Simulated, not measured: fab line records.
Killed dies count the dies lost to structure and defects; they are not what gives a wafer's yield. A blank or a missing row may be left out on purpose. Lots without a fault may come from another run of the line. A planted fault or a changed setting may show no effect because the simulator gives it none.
Struck lot and sound lot, side by side | flow sky130 | 17 out of 708 route steps
Sound: the wafers L108.1, L108.2, L108.4. Struck: wafer L114.4. (L114.1, L114.3 of the same lot were not struck and are left out.) The cause comes at the end.
For every step that has rows: the tool of each side, followed by ch and its chambers, followed by its first start. Under that, the readings that differ: sound wafers | struck wafers | difference of the means | sigmas: that difference in standard deviations of wafers without a fault.
alike: readings whose means differ by less than 2 such deviations, and words and numbers that are the same on both sides. not compared: withheld readings, readings that some wafer has no value for, bounds like >300 that may hide the same value, and numbers for which the record gives no deviation and whose values overlap.
The two part at a step that has a row with sigmas, a row that says differs or no value, or rows on one side only. When numbers do not overlap yet have no deviation, they are printed without sigmas and do not part them. A reading that every wafer of one side lacks parts them only if that side has two wafers or more.

first, 3 steps without rows for these wafers: SKY_VIA1_EXPOSE_09 (exposes mask VIM, target cd 150 nm); SKY_VIA1_PEB_10; SKY_VIA1_DEVELOP_11 (develop time 60 s).
SKY_VIA1_CD_MEAS_12 targets a cd of 150 nm.
  sound: cd-sem-02 at day 36 16:14; struck: cd-sem-02 at day 38 11:11
  alike: cd-nm
SKY_VIA1_OVL_MEAS_13:
  sound: overlay-02 at day 36 16:22; struck: overlay-02 at day 38 11:19
  alike: VIA1_OVL
SKY_VIA1_ETCH_14: etches BARC in N2/H2, stops on SiO2, time 45.9 s, target depth 60 nm.
  sound on rie-diel-03 ch 0,1,3, day 36 16:24; struck on rie-diel-03 ch 0, day 38 11:20
  alike: bias-w, drypump-motor-current-A, oes-product-au, throttle-valve-pct
  not compared: rf-hours-counter-h
SKY_VIA1_ETCH_15: etches SiO2 in C4F8/O2/Ar, stops on TiN, target depth 351 nm, time 54 s.
  sound on rie-diel-03 ch 0,1,3, day 36 16:26; struck on rie-diel-03 ch 0, day 38 11:23
  reading               | sound             | struck | difference | sigmas
  oes-product-au (a.u.) | 0.983 0.970 0.982 | 0.995  | +0.017     | +3
  alike: bias-w
  not compared: rf-hours-counter-h
SKY_VIA1_STRIP_16: strips in O2/N2.
  sound on plasma-asher-03 ch 0,1, day 36 16:29; struck on plasma-asher-01 ch 0, day 38 11:26
  alike: drypump-motor-current-A, oes-product-au, strip-time-to-endpoint-s
  not compared: rf-hours-counter-h
then, 3 steps without rows for these wafers: SKY_VIA1_STRIP_17 (strips in post etch residue remover, time 1200 s); SKY_VIA1_CLEAN_18 (cleans in IPA, time 180 s); SKY_VIA1_CLEAN_19 (cleans in O3/DIW).
SKY_VIA1_SPUTTER_20: material TiN, target thk 20 nm, time 80 s.
  sound: pvd-sputter-01 at day 36 17:05; struck: pvd-sputter-02 at day 38 12:02
  alike: throttle-valve-pct
SKY_VIA1_CVD_21: deposits W, target thk 270 nm, time 80.902 s.
  sound on cvd-w-02 ch 0,1, day 36 17:08; struck on cvd-w-02 ch 1, day 38 12:05
  reading                            | sound           | struck | difference | sigmas
  model.W_of_VIA1_CVD_21.thk-nm (nm) | 266.6 267.1 266 | 250.8  | -15.8      |
  alike: heater-power-w
SKY_VIA1_RS_MEAS_22: a four-point-probe measurement.
  sound: film-metro-02 at day 36 17:14; struck: film-metro-02 at day 38 12:11
  reading            | sound             | struck | difference | sigmas
  VIA1_W_RS (ohm/sq) | 0.432 0.431 0.433 | 0.459  | +0.027     | +8
SKY_VIA1_THK_MEAS_23: measures by xrf.
  sound: film-metro-02 at day 36 17:21; struck: film-metro-02 at day 38 12:18
  reading         | sound       | struck | difference | sigmas
  VIA1_W_THK (nm) | 253 254 254 | 238    | -16        | -5
SKY_VIA1_CMP_24: polishes, stops on SiO2, t overpolish 15 s, target thk 0 nm.
  sound on cmp-01 ch 1,2,3, day 36 17:40; struck on cmp-01 ch 2, day 38 12:22
  alike: motor-current-A, slurry-flow-ml-min
next, for these wafers, 1 step has no rows: SKY_PAD_OPEN_PROBE_99.

== WHERE THEY PART ==
Earliest at SKY_VIA1_ETCH_15; latest, in this record, at SKY_VIA1_THK_MEAS_23. Later steps at which nothing parts them and some readings are alike: SKY_VIA1_CMP_24.

WHY: what had been put in by the simulator
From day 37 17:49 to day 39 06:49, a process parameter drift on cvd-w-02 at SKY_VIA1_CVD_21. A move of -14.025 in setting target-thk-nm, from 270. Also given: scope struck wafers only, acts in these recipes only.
